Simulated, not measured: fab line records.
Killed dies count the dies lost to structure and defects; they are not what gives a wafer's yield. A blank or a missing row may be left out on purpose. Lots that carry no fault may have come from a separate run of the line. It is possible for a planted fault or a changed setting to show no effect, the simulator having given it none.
A lot that was struck, set against a sound lot + flow sky130 + 15 out of 708 route steps
Sound: the wafers L573.2, L573.3, L573.5. Struck: wafer L581.5; the same lot's L581.2 was not struck, so it is left out; see the end for the cause.
At each step with rows: each side's tool, then ch and its chambers, then its first start. Under that, the readings that differ: sound wafers + struck wafers + difference of the means + sigmas: that difference in standard deviations of wafers without a fault.
alike: readings whose means differ by less than 2 such deviations, and words and numbers that are the same on both sides. not compared: withheld readings, readings that some wafer has no value for, bounds like >300 that may hide the same value, and numbers for which the record gives no deviation and whose values overlap.
The two part at a step that has a row with sigmas, a row that says differs or no value, or rows on one side only. Numbers that have no deviation but don't overlap get no sigmas and don't part them. Lack of a reading on every wafer of one side parts them only where that side has two or more wafers.

SKY_VIA2_CMP_02: polishes SiO2.
  sound on cmp-02 ch 0,3, day 37 13:26; struck on cmp-02 ch 1, day 40 11:01
  alike: head-pressure-psi, motor-current-A
SKY_VIA2_BOW_MEAS_03:
  sound on film-metro-02 at day 37 13:46; struck on film-metro-04 at day 40 11:17
  alike: VIA2_BOW
then, 8 steps without rows for these wafers: SKY_VIA2_DEHYDRATE_04 (time 60 s); SKY_VIA2_HMDS_05 (prime time 60 s); SKY_VIA2_COAT_06 (resist thk 60 nm); SKY_VIA2_COAT_07 (resist thk 450 nm); SKY_VIA2_SOFTBAKE_08 (time 90 s); SKY_VIA2_EXPOSE_09 (exposes mask VIM2, target cd 200 nm); SKY_VIA2_PEB_10; SKY_VIA2_DEVELOP_11 (develop time 60 s).
SKY_VIA2_CD_MEAS_12: the cd target is 200 nm.
  sound on cd-sem-01 at day 38 15:59; struck on cd-sem-01 at day 41 12:01
| reading    | sound             | struck | difference | sigmas |
|------------|-------------------|--------|------------|--------|
| cd-nm (nm) | 198.9 197.6 199.1 | 201.4  | +2.9       | +2     |
SKY_VIA2_OVL_MEAS_13:
  sound on overlay-02 at day 38 16:05; struck on overlay-02 at day 41 12:08
  alike: VIA2_OVL
SKY_VIA2_ETCH_14: etches BARC in N2/H2, stops on SiO2, time 45.9 s, target depth 60 nm.
  sound on rie-diel-01 ch 0,3, day 38 16:07; struck on rie-diel-03 ch 3, day 41 12:10
| reading                                     | sound             | struck | difference | sigmas |
|---------------------------------------------|-------------------|--------|------------|--------|
| oes-product-au (a.u.)                       | 0.859 0.859 0.859 | 0.975  | +0.116     | +22    |
| run-length-s (s)                            | 73.6 73.6 73.3    | 68.2   | -5.3       | -13    |
| model.KrF-thick_of_VIA2_COAT_07.thk-nm (nm) | 391.3 390.4 391.5 | 398.6  | +7.5       |        |
  alike: chamber-pressure-mTorr, drypump-motor-current-A, h2-flow-sccm, throttle-valve-pct
  not compared: rf-hours-counter-h
SKY_VIA2_ETCH_15: etches SiO2 in C4F8/O2/Ar, stops on TiN, target depth 546 nm, time 84 s.
  sound on rie-diel-01 ch 0,3, day 38 16:10; struck on rie-diel-03 ch 3, day 41 12:12
| reading                                     | sound             | struck | difference | sigmas |
|---------------------------------------------|-------------------|--------|------------|--------|
| model.KrF-thick_of_VIA2_COAT_07.thk-nm (nm) | 280.6 281.3 280.7 | 291.4  | +10.5      |        |
  alike: chamber-pressure-mTorr, oes-product-au, run-length-s
  not compared: rf-hours-counter-h
SKY_VIA2_STRIP_16: strips in O2/N2.
  sound on plasma-asher-01 ch 0,1, day 38 16:13; struck on plasma-asher-04 ch 1, day 41 12:16
| reading                        | sound                | struck | difference | sigmas |
|--------------------------------|----------------------|--------|------------|--------|
| chamber-pressure-mTorr (mTorr) | 1500.1 1498.4 1499.5 | 1502.0 | +2.7       | +2     |
| strip-time-to-endpoint-s (s)   | 4.04 4.03 4.03       | 4.13   | +0.10      | +3     |
  alike: drypump-motor-current-A, oes-product-au
  not compared: rf-hours-counter-h

== WHERE THEY PART ==
At SKY_VIA2_CD_MEAS_12 first; at SKY_VIA2_STRIP_16 last (within this record only).

WHY: whatever the simulator had introduced
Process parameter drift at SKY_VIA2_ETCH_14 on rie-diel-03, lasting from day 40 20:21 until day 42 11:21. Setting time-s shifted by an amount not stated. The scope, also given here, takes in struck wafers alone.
